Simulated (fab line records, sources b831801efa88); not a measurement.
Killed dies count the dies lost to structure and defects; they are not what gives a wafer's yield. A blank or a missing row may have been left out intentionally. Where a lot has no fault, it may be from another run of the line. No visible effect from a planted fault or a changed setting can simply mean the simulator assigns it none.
A struck lot beside a sound one + flow sky130 + 44 steps out of a route of 708
Sound: the wafers L647.2, L647.3, L647.6. Struck: wafer L657.2. (L657.4, L657.6 of the same lot were not struck and are left out.) The cause comes at the end.
Order at every step that has rows: each side's tool, ch and its chambers, its first start. Under that, the readings that differ: sound wafers + struck wafers + difference of the means + sigmas: that difference in standard deviations of wafers without a fault.
alike: readings with means less than 2 such deviations apart, plus words and numbers identical on both sides. not compared: withheld readings, readings lacking a value on some wafer, bounds such as >300 that could conceal the same value, and numbers that have no deviation in the record and whose values overlap.
Wherever a step has rows on one side only, a row that says differs or no value, or a row with sigmas, the two part there. Non-overlapping numbers with no deviation appear without sigmas and do not part them. Lack of a reading on every wafer of one side parts them only where that side has two or more wafers.

first, 2 steps without rows for these wafers: SKY_DNWELL_DEVELOP_06 (develop time 60 s); SKY_DNWELL_IMPLANT_07.
SKY_DNWELL_STRIP_08: strips in O2/N2.
  sound on plasma_asher-02 ch 0,1, day 3 13:42; struck on plasma_asher-02 ch 0, day 5 21:23
| reading                      | sound             | struck | difference | sigmas |
|------------------------------|-------------------|--------|------------|--------|
| oes_product_au (a.u.)        | 0.715 0.724 0.719 | 0.730  | +0.011     | +2     |
| strip_time_to_endpoint_s (s) | 36.80 36.82 36.80 | 37.02  | +0.21      | +2     |
  alike: drypump_motor_current_A
  not compared: rf_hours_counter_h
SKY_DNWELL_TW_MEAS_09:
  sound: film_metro-04 at day 3 13:49; struck: film_metro-03 at day 5 21:30
  alike: DNWELL_TW
then, 7 steps without rows for these wafers: SKY_PWDE_DEHYDRATE_00 (time 60 s); SKY_PWDE_HMDS_01 (prime time 60 s); SKY_PWDE_COAT_02 (resist thk 3000 nm); SKY_PWDE_SOFTBAKE_03; SKY_PWDE_EXPOSE_04 (exposes mask PWDEM, target cd 840 nm); SKY_PWDE_PEB_05; SKY_PWDE_DEVELOP_06 (develop time 60 s).
SKY_PWDE_OVL_MEAS_07:
  sound: overlay-01 at day 4 05:30; struck: overlay-01 at day 6 15:12
  alike: PWDE_OVL
SKY_PWDE_IMPLANT_08:
  sound on implanter-03 ch 0, day 4 05:33; struck on implanter-02 ch 0, day 6 15:16
  alike: dose_ions_cm2
SKY_PWDE_STRIP_09: strips in O2/N2.
  sound on plasma_asher-04 ch 0, day 4 05:41; struck on plasma_asher-01 ch 1, day 6 15:23
  alike: drypump_motor_current_A, oes_product_au, strip_time_to_endpoint_s
  not compared: rf_hours_counter_h
SKY_PWDE_TW_MEAS_10:
  sound: film_metro-01 at day 4 05:47; struck: film_metro-04 at day 6 15:29
  alike: PWDE_TW
then, 7 steps without rows for these wafers: SKY_NWELL_DEHYDRATE_03 (time 60 s); SKY_NWELL_HMDS_04 (prime time 60 s); SKY_NWELL_COAT_05 (resist thk 3000 nm); SKY_NWELL_SOFTBAKE_06; SKY_NWELL_EXPOSE_07 (exposes mask NWM, target cd 840 nm); SKY_NWELL_PEB_08; SKY_NWELL_DEVELOP_09 (develop time 60 s).
SKY_NWELL_OVL_MEAS_10:
  sound: overlay-01 at day 4 21:54; struck: overlay-01 at day 7 08:03
| reading           | sound          | struck | difference | sigmas |
|-------------------|----------------|--------|------------|--------|
| NWELL_00_OVL (nm) | -1.1 -0.7 -0.2 | -4.3   | -3.6       | -2     |
then, 3 steps without rows for these wafers: SKY_NWELL_IMPLANT_11; SKY_NWELL_IMPLANT_12; SKY_NWELL_IMPLANT_13.
SKY_NWELL_STRIP_14: strips in O2/N2.
  sound on plasma_asher-03 ch 1, day 4 22:23; struck on plasma_asher-03 ch 0, day 7 08:32
| reading                     | sound       | struck | difference | sigmas |
|-----------------------------|-------------|--------|------------|--------|
| drypump_motor_current_A (A) | 6.1 6.1 6.1 | 5.0    | -1.1       | -3     |
  alike: oes_product_au, strip_time_to_endpoint_s
  not compared: rf_hours_counter_h
SKY_NWELL_TW_MEAS_15:
  sound: film_metro-03 at day 4 22:29; struck: film_metro-04 at day 7 08:38
  alike: NWELL_TW
then, 7 steps without rows for these wafers: SKY_NWELL_DEHYDRATE_16 (time 60 s); SKY_NWELL_HMDS_17 (prime time 60 s); SKY_NWELL_COAT_18 (resist thk 3000 nm); SKY_NWELL_SOFTBAKE_19; SKY_NWELL_EXPOSE_20 (exposes mask NWM COMPLEMENT, target cd 840 nm); SKY_NWELL_PEB_21; SKY_NWELL_DEVELOP_22 (develop time 60 s).
SKY_NWELL_OVL_MEAS_23:
  sound: overlay-01 at day 5 16:30; struck: overlay-01 at day 8 03:47
  alike: NWELL_01_OVL
next, for these wafers, 1 step has no rows: SKY_NWELL_IMPLANT_24.
SKY_NWELL_STRIP_25: strips in O2/N2.
  sound on plasma_asher-01 ch 0, day 5 16:41; struck on plasma_asher-01 ch 0, day 8 03:58
  alike: drypump_motor_current_A, oes_product_au, strip_time_to_endpoint_s
  not compared: rf_hours_counter_h
SKY_NWELL_TW_MEAS_26:
  sound: film_metro-03 at day 5 16:47; struck: film_metro-04 at day 8 04:05
  alike: NWELL_2_TW
then, 1 step without rows for these wafers: SKY_NWELL_CLEAN_27 (cleans in SC1/SC2, time 150 s).
SKY_NWELL_RTA_28: time 30 s.
  sound on rtp_anneal-01 ch 0, day 5 16:55; struck on rtp_anneal-02 ch 0, day 8 04:12
  alike: lamp_power_pct, ramp_up_c_per_s, wafer_temp_C_max
SKY_NWELL_RS_MEAS_29: measures by four-point-probe.
  sound: film_metro-03 at day 5 17:01; struck: film_metro-01 at day 8 04:18
  alike: NWELL_RS
SKY_NWELL_RS_MEAS_31: measures by four-point-probe.
  sound: film_metro-03 at day 5 17:15; struck: film_metro-01 at day 8 04:32
| reading          | sound          | struck | difference | sigmas |
|------------------|----------------|--------|------------|--------|
| PWDE_RS (ohm/sq) | 5272 5285 5279 | 5582   | +303       | +14    |
-- the record jumps here: 40 days lie between the struck wafers' starts before and after (it left off in module NWELL and takes up again in module PAD_OPEN, whose first step shown is number 708 of the route) --
SKY_PAD_OPEN_PROBE_99:
  sound: prober-02 at day 45 21:49; struck: prober-02 at day 48 05:10
| reading                                   | sound                         | struck    | difference | sigmas |
|-------------------------------------------|-------------------------------|-----------|------------|--------|
| model.etest.res_p_drift_20v.line_ohm_um   | 1.127e+04 1.135e+04 1.115e+04 | 1.212e+04 | +8.633e+02 |        |
| model.etest.res_p_drift_20v.rs_ohm_sq     | 9372 9463 9270                | 1.007e+04 | +7.017e+02 |        |
| model.etest.res_pwde_under_gate.rs_ohm_sq | 6158 6122 6093                | 6899      | +775       |        |
  alike: killed_at_M0_to_M3, killed_at_M4_up, killed_at_contacts, killed_at_front_end, killed_at_other, killed_dies, killed_open, killed_short

WHERE THEY PART
Earliest at SKY_DNWELL_STRIP_08; latest, in this record, at SKY_NWELL_RS_MEAS_31. Later steps at which nothing parts them and some readings are alike: SKY_PAD_OPEN_PROBE_99.

WHY: what had been put in by the simulator
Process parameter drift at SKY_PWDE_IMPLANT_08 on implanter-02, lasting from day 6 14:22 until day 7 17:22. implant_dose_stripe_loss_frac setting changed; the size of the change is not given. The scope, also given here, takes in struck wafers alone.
